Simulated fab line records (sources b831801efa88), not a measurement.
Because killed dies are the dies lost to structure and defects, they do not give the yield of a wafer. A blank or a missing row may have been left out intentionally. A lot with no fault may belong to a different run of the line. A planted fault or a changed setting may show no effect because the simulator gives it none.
The tool behind it: which one? + flow sky130 + 13 lots, 39 wafers sampled, at 1 step of a route of 708

WHAT THE GAUGES READ, wafer by wafer
No reading from a measuring or inspecting step in the record can be judged against a usual standard deviation.

WHAT TOOL EACH LOT RAN ON (gives the tool, then ch and the chambers of the sampled wafers, and finally the start)
| lot  | SKY_FIELD_ISO_ETCH_14            |
|------|----------------------------------|
| L588 | rieDiel-02 ch 1,2,3, day 2 05:25 |
| L589 | rieDiel-01 ch 0,2,3, day 2 11:52 |
| L590 | rieDiel-02 ch 0,2,3, day 2 14:04 |
| L591 | rieDiel-02 ch 0,1,2, day 2 21:09 |
| L592 | rieDiel-02 ch 0,1,3, day 3 02:49 |
| L594 | rieDiel-04 ch 0,1,3, day 3 11:21 |
| L595 | rieDiel-02 ch 0,2,3, day 3 18:48 |
| L597 | rieDiel-01 ch 0,1,2, day 4 04:36 |
| L598 | rieDiel-02 ch 0,1, day 4 10:46   |
| L600 | rieDiel-02 ch 0,1, day 4 19:12   |
| L604 | rieDiel-01 ch 1,2,3, day 5 18:16 |
| L606 | rieDiel-02 ch 0,1,3, day 6 02:33 |
| L611 | rieDiel-01 ch 0,1, day 7 06:36   |
- SKY_FIELD_ISO_ETCH_14: etches BARC in N2/H2, stops on SiO2, time 45.9 s, target depth 60 nm.

WHAT THE TOOLS THEMSELVES READ (means of the sampled wafers that have a number; where no wafer has one, the mark that the record gives instead)
SKY_FIELD_ISO_ETCH_14. Usual: drypumpMotorCurrentA 5.6 A, standard deviation 0.4; oesProductAu 0.855 a.u., standard deviation 0.0045; runLengthS 74.0 s, standard deviation 0.41; throttleValvePct 13.225 %, standard deviation 0.0096.
| lot  | tool       | drypumpMotorCurrentA (A) | oesProductAu (a.u.) | runLengthS (s) | throttleValvePct (%) | flag |
|------|------------|--------------------------|---------------------|----------------|----------------------|------|
| L588 | rieDiel-02 | 5.6                      | 0.856               | 73.8           | 13.233               |      |
| L589 | rieDiel-01 | 5.3                      | 0.854               | 74.2           | 13.232               |      |
| L590 | rieDiel-02 | 5.4                      | 0.854               | 73.9           | 13.216               |      |
| L591 | rieDiel-02 | 5.5                      | 0.859               | 74.1           | 13.222               |      |
| L592 | rieDiel-02 | 5.4                      | 0.856               | 73.9           | 13.225               |      |
| L594 | rieDiel-04 | 5.9                      | 0.853               | 74.5           | 13.218               |      |
| L595 | rieDiel-02 | 5.4                      | 0.858               | 74.0           | 13.226               |      |
| L597 | rieDiel-01 | 5.6                      | 0.859               | 74.3           | 13.225               |      |
| L598 | rieDiel-02 | 5.4                      | 0.859               | 73.8           | 13.229               |      |
| L600 | rieDiel-02 | 5.4                      | 0.853               | 74.0           | 13.227               |      |
| L604 | rieDiel-01 | 5.5                      | 0.856               | 74.4           | 13.226               |      |
| L606 | rieDiel-02 | 5.5                      | 0.866               | 73.0           | 13.230               |      |
| L611 | rieDiel-01 | 5.9                      | 0.854               | 73.7           | 13.233               |      |

THE ANSWER, worked out from the rows above alone
Rule: lot off if the mean of its wafers having a number is beyond 3 standard deviations from the usual mean. A lot without any number at a reading at which 4 lots or more have one is off too. All remaining lots with rows at the step are treated as sound. After the gauges, taken in route order, come the tools' own readings; for these a lot's mean is taken, as printed above. At the first step where some lot is off, the reading lying furthest off is the one used; lots without a number count as furthest.
Across all readings shown, no lot is off: no conclusion can be drawn from this.

WHAT HAD BEEN PUT IN BY THE SIMULATOR
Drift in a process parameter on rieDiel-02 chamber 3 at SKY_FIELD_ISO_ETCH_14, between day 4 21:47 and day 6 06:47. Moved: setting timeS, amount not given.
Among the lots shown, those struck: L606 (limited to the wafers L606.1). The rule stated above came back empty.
